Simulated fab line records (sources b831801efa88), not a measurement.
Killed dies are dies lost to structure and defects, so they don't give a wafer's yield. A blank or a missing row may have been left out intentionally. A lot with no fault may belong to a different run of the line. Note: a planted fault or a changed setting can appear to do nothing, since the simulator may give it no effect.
Which tool did it? || flow gf180mcu || 72 wafers from 24 lots sampled at 4 of the route's 602 steps

WHAT THE GAUGES READ, wafer by wafer
GF_STI_THK_MEAS_22.
{"lot": "L074", "measured": "day 2 03:43", "on": "film_metro-03", "STI_OXIDATION_01_THK (nm)": "14.9 15.3 15.0"}
{"lot": "L075", "measured": "day 2 10:13", "on": "film_metro-03", "STI_OXIDATION_01_THK (nm)": "15.6 15.5 15.1"}
{"lot": "L076", "measured": "day 2 13:53", "on": "film_metro-01", "STI_OXIDATION_01_THK (nm)": "15.1 15.5 15.5"}
{"lot": "L077", "measured": "day 2 20:13", "on": "film_metro-03", "STI_OXIDATION_01_THK (nm)": "15.0 15.0 15.0"}
{"lot": "L078", "measured": "day 3 00:10", "on": "film_metro-03", "STI_OXIDATION_01_THK (nm)": "15.1 15.2 15.1"}
{"lot": "L079", "measured": "day 3 05:36", "on": "film_metro-03", "STI_OXIDATION_01_THK (nm)": "14.7 15.0 14.9"}
{"lot": "L080", "measured": "day 3 12:53", "on": "film_metro-01", "STI_OXIDATION_01_THK (nm)": "15.8 15.9 15.6"}
{"lot": "L081", "measured": "day 3 19:58", "on": "film_metro-03", "STI_OXIDATION_01_THK (nm)": "16.1 15.8 16.2"}
{"lot": "L082", "measured": "day 3 22:31", "on": "film_metro-02", "STI_OXIDATION_01_THK (nm)": "16.0 15.8 15.6"}
{"lot": "L083", "measured": "day 4 03:17", "on": "film_metro-01", "STI_OXIDATION_01_THK (nm)": "15.0 15.1 15.1"}
{"lot": "L084", "measured": "day 4 09:08", "on": "film_metro-01", "STI_OXIDATION_01_THK (nm)": "14.7 15.1 14.7"}
{"lot": "L085", "measured": "day 4 15:23", "on": "film_metro-03", "STI_OXIDATION_01_THK (nm)": "15.6 15.8 15.7"}
{"lot": "L086", "measured": "day 4 20:39", "on": "film_metro-03", "STI_OXIDATION_01_THK (nm)": "15.0 14.7 15.0"}
{"lot": "L087", "measured": "day 4 22:59", "on": "film_metro-03", "STI_OXIDATION_01_THK (nm)": "14.6 15.0 14.9"}
{"lot": "L088", "measured": "day 5 05:47", "on": "film_metro-03", "STI_OXIDATION_01_THK (nm)": "15.5 15.4 15.4"}
{"lot": "L089", "measured": "day 5 09:31", "on": "film_metro-03", "STI_OXIDATION_01_THK (nm)": "15.7 15.6 15.8"}
{"lot": "L090", "measured": "day 5 12:41", "on": "film_metro-03", "STI_OXIDATION_01_THK (nm)": "15.0 14.9 15.1"}
{"lot": "L091", "measured": "day 5 19:32", "on": "film_metro-02", "STI_OXIDATION_01_THK (nm)": "15.8 15.6 15.5"}
{"lot": "L092", "measured": "day 6 02:11", "on": "film_metro-01", "STI_OXIDATION_01_THK (nm)": "15.0 15.1 15.0"}
{"lot": "L093", "measured": "day 6 05:41", "on": "film_metro-01", "STI_OXIDATION_01_THK (nm)": "15.4 15.5 15.6"}
{"lot": "L094", "measured": "day 6 10:53", "on": "film_metro-02", "STI_OXIDATION_01_THK (nm)": "15.5 15.4 15.5"}
{"lot": "L095", "measured": "day 6 15:40", "on": "film_metro-02", "STI_OXIDATION_01_THK (nm)": "15.3 15.4 15.4"}
{"lot": "L096", "measured": "day 6 20:49", "on": "film_metro-01", "STI_OXIDATION_01_THK (nm)": "15.8 15.7 15.8"}
{"lot": "L097", "measured": "day 7 01:39", "on": "film_metro-01", "STI_OXIDATION_01_THK (nm)": "15.7 15.4 15.5"}

GF_LVPWELL_OVL_MEAS_07.
{"lot": "L074", "measured": "day 3 22:23", "on": "overlay-01", "LVPWELL_OVL (nm)": "5.0 4.2 3.9"}
{"lot": "L075", "measured": "day 4 03:50", "on": "overlay-01", "LVPWELL_OVL (nm)": "2.0 3.1 0.5"}
{"lot": "L076", "measured": "day 4 07:56", "on": "overlay-01", "LVPWELL_OVL (nm)": "-0.1 -1.9 -0.9"}
{"lot": "L077", "measured": "day 4 15:51", "on": "overlay-01", "LVPWELL_OVL (nm)": "0.9 2.3 2.1"}
{"lot": "L078", "measured": "day 4 18:53", "on": "overlay-02", "LVPWELL_OVL (nm)": "-0.8 -0.4 -1.7"}
{"lot": "L079", "measured": "day 5 00:50", "on": "overlay-01", "LVPWELL_OVL (nm)": "0.4 -0.5 0.6"}
{"lot": "L080", "measured": "day 5 13:43", "on": "overlay-02", "LVPWELL_OVL (nm)": "-0.1 1.0 -1.6"}
{"lot": "L081", "measured": "day 5 20:20", "on": "overlay-02", "LVPWELL_OVL (nm)": "1.5 0.3 2.7"}
{"lot": "L082", "measured": "day 5 22:08", "on": "overlay-02", "LVPWELL_OVL (nm)": "-1.4 0.1 0.7"}
{"lot": "L083", "measured": "day 6 01:30", "on": "overlay-01", "LVPWELL_OVL (nm)": "-1.0 -0.8 -1.0"}
{"lot": "L084", "measured": "day 6 10:00", "on": "overlay-01", "LVPWELL_OVL (nm)": "-1.8 0.9 -0.5"}
{"lot": "L085", "measured": "day 6 14:06", "on": "overlay-01", "LVPWELL_OVL (nm)": "-0.1 0.4 0.7"}
{"lot": "L086", "measured": "day 6 19:35", "on": "overlay-01", "LVPWELL_OVL (nm)": "2.3 3.2 2.4"}
{"lot": "L087", "measured": "day 6 23:05", "on": "overlay-01", "LVPWELL_OVL (nm)": "-1.8 0.3 -0.8"}
{"lot": "L088", "measured": "day 7 05:50", "on": "overlay-02", "LVPWELL_OVL (nm)": "1.9 1.6 0.6"}
{"lot": "L089", "measured": "day 7 09:26", "on": "overlay-02", "LVPWELL_OVL (nm)": "0.5 1.3 1.3"}
{"lot": "L090", "measured": "day 7 12:41", "on": "overlay-01", "LVPWELL_OVL (nm)": "1.4 -0.2 1.0"}
{"lot": "L091", "measured": "day 7 19:09", "on": "overlay-01", "LVPWELL_OVL (nm)": "0.1 -1.8 -0.2"}
{"lot": "L092", "measured": "day 8 02:02", "on": "overlay-02", "LVPWELL_OVL (nm)": "-1.0 -3.1 -3.8"}
{"lot": "L093", "measured": "day 8 06:23", "on": "overlay-02", "LVPWELL_OVL (nm)": "0.9 -0.8 1.9"}
{"lot": "L094", "measured": "day 8 12:38", "on": "overlay-01", "LVPWELL_OVL (nm)": "0.2 1.9 1.5"}
{"lot": "L095", "measured": "day 8 19:02", "on": "overlay-01", "LVPWELL_OVL (nm)": "-0.5 2.4 0.3"}
{"lot": "L096", "measured": "day 8 22:05", "on": "overlay-01", "LVPWELL_OVL (nm)": "-0.2 1.8 0.4"}
{"lot": "L097", "measured": "day 9 04:29", "on": "overlay-01", "LVPWELL_OVL (nm)": "-2.7 -0.1 -1.1"}

GF_VT_IMPLANT_OVL_MEAS_18.
{"lot": "L074", "measured": "day 6 09:02", "on": "overlay-02", "VT_IMPLANT_01_OVL (nm)": "0.2 -1.3 0.8"}
{"lot": "L075", "measured": "day 6 15:05", "on": "overlay-02", "VT_IMPLANT_01_OVL (nm)": "0.9 -0.3 2.3"}
{"lot": "L076", "measured": "day 6 18:21", "on": "overlay-02", "VT_IMPLANT_01_OVL (nm)": "-1.2 -0.3 -0.3"}
{"lot": "L077", "measured": "day 7 02:29", "on": "overlay-01", "VT_IMPLANT_01_OVL (nm)": "1.3 0.1 0.9"}
{"lot": "L078", "measured": "day 7 06:53", "on": "overlay-01", "VT_IMPLANT_01_OVL (nm)": "-1.1 -0.3 0.8"}
{"lot": "L079", "measured": "day 7 14:07", "on": "overlay-01", "VT_IMPLANT_01_OVL (nm)": "-1.0 0.0 1.5"}
{"lot": "L080", "measured": "day 8 02:17", "on": "overlay-02", "VT_IMPLANT_01_OVL (nm)": "-0.9 1.8 0.2"}
{"lot": "L081", "measured": "day 8 08:52", "on": "overlay-02", "VT_IMPLANT_01_OVL (nm)": "1.6 0.3 0.6"}
{"lot": "L082", "measured": "day 8 11:56", "on": "overlay-02", "VT_IMPLANT_01_OVL (nm)": "1.3 1.9 -0.5"}
{"lot": "L083", "measured": "day 8 15:41", "on": "overlay-02", "VT_IMPLANT_01_OVL (nm)": "1.7 0.7 1.6"}
{"lot": "L084", "measured": "day 8 23:20", "on": "overlay-01", "VT_IMPLANT_01_OVL (nm)": "-0.8 -1.7 -2.0"}
{"lot": "L085", "measured": "day 9 04:20", "on": "overlay-02", "VT_IMPLANT_01_OVL (nm)": "-1.3 -0.8 -1.0"}
{"lot": "L086", "measured": "day 9 11:47", "on": "overlay-02", "VT_IMPLANT_01_OVL (nm)": "-0.1 2.0 1.3"}
{"lot": "L087", "measured": "day 9 15:02", "on": "overlay-02", "VT_IMPLANT_01_OVL (nm)": "0.1 -0.5 -2.0"}
{"lot": "L088", "measured": "day 9 23:02", "on": "overlay-01", "VT_IMPLANT_01_OVL (nm)": "-0.9 1.7 1.3"}
{"lot": "L089", "measured": "day 10 02:34", "on": "overlay-02", "VT_IMPLANT_01_OVL (nm)": "1.7 2.7 3.2"}
{"lot": "L090", "measured": "day 10 07:04", "on": "overlay-02", "VT_IMPLANT_01_OVL (nm)": "0.0 1.1 0.5"}
{"lot": "L091", "measured": "day 10 14:26", "on": "overlay-01", "VT_IMPLANT_01_OVL (nm)": "1.0 0.4 -0.4"}
{"lot": "L092", "measured": "day 10 20:38", "on": "overlay-01", "VT_IMPLANT_01_OVL (nm)": "0.5 0.0 -0.6"}
{"lot": "L093", "measured": "day 11 02:08", "on": "overlay-02", "VT_IMPLANT_01_OVL (nm)": "0.1 -0.5 0.3"}
{"lot": "L094", "measured": "day 11 09:31", "on": "overlay-02", "VT_IMPLANT_01_OVL (nm)": "2.1 1.2 -0.9"}
{"lot": "L095", "measured": "day 11 15:53", "on": "overlay-01", "VT_IMPLANT_01_OVL (nm)": "0.6 1.2 -0.9"}
{"lot": "L096", "measured": "day 11 20:13", "on": "overlay-01", "VT_IMPLANT_01_OVL (nm)": "-0.3 -0.8 -0.4"}
{"lot": "L097", "measured": "day 12 03:05", "on": "overlay-01", "VT_IMPLANT_01_OVL (nm)": "1.3 2.0 2.0"}

GF_V1_THK_MEAS_25: measures by xrf.
{"lot": "L074", "measured": "day 18 00:41", "on": "film_metro-02", "V1_W_THK (nm)": "367 366 365"}
{"lot": "L075", "measured": "day 18 11:08", "on": "film_metro-02", "V1_W_THK (nm)": "366 364 368"}
{"lot": "L076", "measured": "day 18 13:17", "on": "film_metro-02", "V1_W_THK (nm)": "368 364 370"}
{"lot": "L077", "measured": "day 19 04:26", "on": "film_metro-03", "V1_W_THK (nm)": "356 353 358"}
{"lot": "L078", "measured": "day 19 13:33", "on": "film_metro-02", "V1_W_THK (nm)": "355 374 352"}
{"lot": "L079", "measured": "day 20 01:09", "on": "film_metro-03", "V1_W_THK (nm)": "351 348 360"}
{"lot": "L080", "measured": "day 20 16:07", "on": "film_metro-02", "V1_W_THK (nm)": "363 368 366"}
{"lot": "L081", "measured": "day 21 00:13", "on": "film_metro-01", "V1_W_THK (nm)": "359 347 352"}
{"lot": "L082", "measured": "day 21 04:55", "on": "film_metro-03", "V1_W_THK (nm)": "355 353 351"}
{"lot": "L083", "measured": "day 21 20:26", "on": "film_metro-03", "V1_W_THK (nm)": "352 355 354"}
{"lot": "L084", "measured": "day 21 23:50", "on": "film_metro-02", "V1_W_THK (nm)": "360 362 356"}
{"lot": "L085", "measured": "day 22 10:12", "on": "film_metro-02", "V1_W_THK (nm)": "371 372 359"}
{"lot": "L086", "measured": "day 22 20:46", "on": "film_metro-03", "V1_W_THK (nm)": "359 349 359"}
{"lot": "L087", "measured": "day 22 23:36", "on": "film_metro-01", "V1_W_THK (nm)": "361 362 361"}
{"lot": "L088", "measured": "day 23 11:04", "on": "film_metro-03", "V1_W_THK (nm)": "355 348 350"}
{"lot": "L089", "measured": "day 23 15:37", "on": "film_metro-03", "V1_W_THK (nm)": "342 350 343"}
{"lot": "L090", "measured": "day 23 21:13", "on": "film_metro-01", "V1_W_THK (nm)": "359 364 361"}
{"lot": "L091", "measured": "day 24 05:02", "on": "film_metro-02", "V1_W_THK (nm)": "358 359 364"}
{"lot": "L092", "measured": "day 24 11:29", "on": "film_metro-01", "V1_W_THK (nm)": "366 363 362"}
{"lot": "L093", "measured": "day 24 18:27", "on": "film_metro-03", "V1_W_THK (nm)": "352 344 347"}
{"lot": "L094", "measured": "day 24 22:47", "on": "film_metro-02", "V1_W_THK (nm)": "366 359 356"}
{"lot": "L095", "measured": "day 25 08:07", "on": "film_metro-01", "V1_W_THK (nm)": "362 365 364"}
{"lot": "L096", "measured": "day 25 16:28", "on": "film_metro-02", "V1_W_THK (nm)": "366 365 367"}
{"lot": "L097", "measured": "day 25 19:31", "on": "film_metro-01", "V1_W_THK (nm)": "363 377 366"}

EACH LOT AND THE TOOL THAT RAN IT (in order: tool; ch and the chambers of the sampled wafers; start)
Record: no process step prior to these readings.

WHAT THE TOOLS THEMSELVES READ (means of the sampled wafers that have a number; where no wafer has one, the mark that the record gives instead)
The record holds no such reading with a usual standard deviation.

THE ANSWER, worked out from the rows above alone
Rule: what is usual is taken from the lots themselves. The widest of any qualifying gaps counts: lots, ordered by their means at a reading, are off when they make up no more than a third of the lots, leave a main group of 4 or more, and stand apart from it by 3 or more times the standard deviation of that group's means. The tables above print the reading to a certain number of digits; a main group whose means all agree to those digits is not used. Also off: a lot with no number at a reading for which 4 or more lots have one. The other lots that the step has rows for count as sound. First the gauges in route order, then the tools' own readings, where a lot's mean is used as printed above. At the first step where some lot is off, the reading lying furthest off is the one used; lots without a number count as furthest.
Across all readings shown, no lot is off: no conclusion can be drawn from this.

WHAT THE SIMULATOR HAD PUT IN
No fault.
